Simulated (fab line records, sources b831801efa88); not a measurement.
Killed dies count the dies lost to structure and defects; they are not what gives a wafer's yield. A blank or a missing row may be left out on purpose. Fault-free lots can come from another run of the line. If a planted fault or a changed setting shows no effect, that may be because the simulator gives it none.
Lot-split experiment | flow sfq line | 5 lots, 23 wafers read, on a route of 325 steps

## THE SPLIT ITSELF
At SFQ_TRILAYER_JJ_TRILAYER_DEP_SPUTTER_110 (material Al, target thk 8 nm, time 10 s), the setting power w was moved away from the recipe's 500 W on 7 of the 23 wafers read, by -11.9% to +10.1%. This setting was run at the recipe's value on the other wafers.

The reading comes from the split's own step.

## THE READING
Al_of_TRILAYER_JJ_TRILAYER_DEP_SPUTTER_110.thk nm (the simulator's own value, which no gauge read), in nm, at SFQ_TRILAYER_JJ_TRILAYER_DEP_SPUTTER_110 (material Al, target thk 8 nm, time 10 s). The file gives no usual value for it. Across the 16 wafers here that went through the recipe, the average is 7.903 nm and the standard deviation 0.13 nm.

wafer  | tool, chamber at the split | power w as run, W | against the recipe | Al_of_TRILAYER_JJ_TRILAYER_DEP_SPUTTER_110.thk nm, nm | against lot-mates on the recipe
L074.1 | pvd sputter-03, -          | 500               | recipe             | 8.059                                                 | -
L074.2 | pvd sputter-03, -          | 440.3             | -11.9%             | 7.011                                                 | -1.061
L074.3 | pvd sputter-03, -          | 500               | recipe             | 8.084                                                 | -
L074.4 | pvd sputter-03, -          | 440.3             | -11.9%             | 7.118                                                 | -0.954
L074.6 | pvd sputter-03, -          | 500               | recipe             | 8.074                                                 | -
L076.1 | pvd sputter-03, -          | 500               | recipe             | 8.065                                                 | -
L076.2 | pvd sputter-03, -          | 550.4             | +10.1%             | 8.977                                                 | +0.923
L076.3 | pvd sputter-03, -          | 550.4             | +10.1%             | 8.903                                                 | +0.849
L076.5 | pvd sputter-03, -          | 550.4             | +10.1%             | 8.812                                                 | +0.758
L076.6 | pvd sputter-03, -          | 500               | recipe             | 8.043                                                 | -
L080.1 | pvd sputter-04, -          | 500               | recipe             | 7.918                                                 | -
L080.2 | pvd sputter-04, -          | 500               | recipe             | 7.792                                                 | -
L080.3 | pvd sputter-04, -          | 500               | recipe             | 7.767                                                 | -
L080.4 | pvd sputter-04, -          | 500               | recipe             | 7.91                                                  | -
L080.5 | pvd sputter-04, -          | 500               | recipe             | 7.832                                                 | -
L081.1 | pvd sputter-06, -          | 500               | recipe             | 7.776                                                 | -
L081.2 | pvd sputter-06, -          | 500               | recipe             | 7.666                                                 | -
L081.4 | pvd sputter-06, -          | 458.3             | -8.3%              | 7.218                                                 | -0.494
L081.5 | pvd sputter-06, -          | 458.3             | -8.3%              | 7.03                                                  | -0.682
L081.6 | pvd sputter-06, -          | 500               | recipe             | 7.694                                                 | -
L082.1 | pvd sputter-04, -          | 500               | recipe             | 7.88                                                  | -
L082.2 | pvd sputter-04, -          | 500               | recipe             | 7.98                                                  | -
L082.4 | pvd sputter-04, -          | 500               | recipe             | 7.913                                                 | -

THE FIT
A straight line over all 23 wafers: Al_of_TRILAYER_JJ_TRILAYER_DEP_SPUTTER_110.thk nm changes by +0.0869 nm for each +1% of power w; r = +0.96; the points scatter about the line by 0.14 nm.
The same after taking each lot's own level away (the mean of its wafers on the recipe; 23 wafers): +0.0816 nm for each +1%; r = +0.99; scatter 0.064 nm.
The reading moves by 0.97 nm for the largest change in power w, on that fit.
Across the lots, their own levels run from 7.7120 to 8.0723 nm, a range of 2.7 times the standard deviation given above.
Consequently the slope shifts little with the lot-to-lot level, the two slopes agreeing.
Check: for one of the wafers moved furthest among these (-11.9%), held out of the fit, the line's prediction against its lot-mates is -0.938 nm. Against them it came out at -1.06 nm.

## OTHER SPLITS ON THESE WAFERS
Before the reading, these wafers also passed through other splits. Each is held against what the fit with the lots' levels taken away leaves over:
other split on the same wafers                 | wafers away from the commonest value | r with Al_of_TRILAYER_JJ_TRILAYER_DEP_SPUTTER_110.thk nm (lot level and that fit taken away)
SFQ_TRILAYER_M3_BARC_OPEN_METAL_ETCH_100 icp w | 10                                   | +0.22
SFQ_TRILAYER_I3_CMP_CMP_082 down force psi     | 7                                    | -0.12
SFQ_TRILAYER_I3_VIA_LITHO_EXPOSE_086 dose mj   | 8                                    | -0.08
SFQ_TRILAYER_M4_DEP_SPUTTER_091 power w        | 7                                    | -0.25
SFQ_TRILAYER_M4_LITHO_COAT_093 resist thk nm   | 9                                    | -0.17
SFQ_TRILAYER_I4_DEP_PECVD_099 time s           | 4                                    | -0.05
SFQ_TRILAYER_I4_VIA_LITHO_PEB_106 peb time s   | 4                                    | -0.05

## FILE'S OWN FIT
Al_of_TRILAYER_JJ_TRILAYER_DEP_SPUTTER_110.thk nm changes by +0.0811 nm for each +1% of power w, r = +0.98.
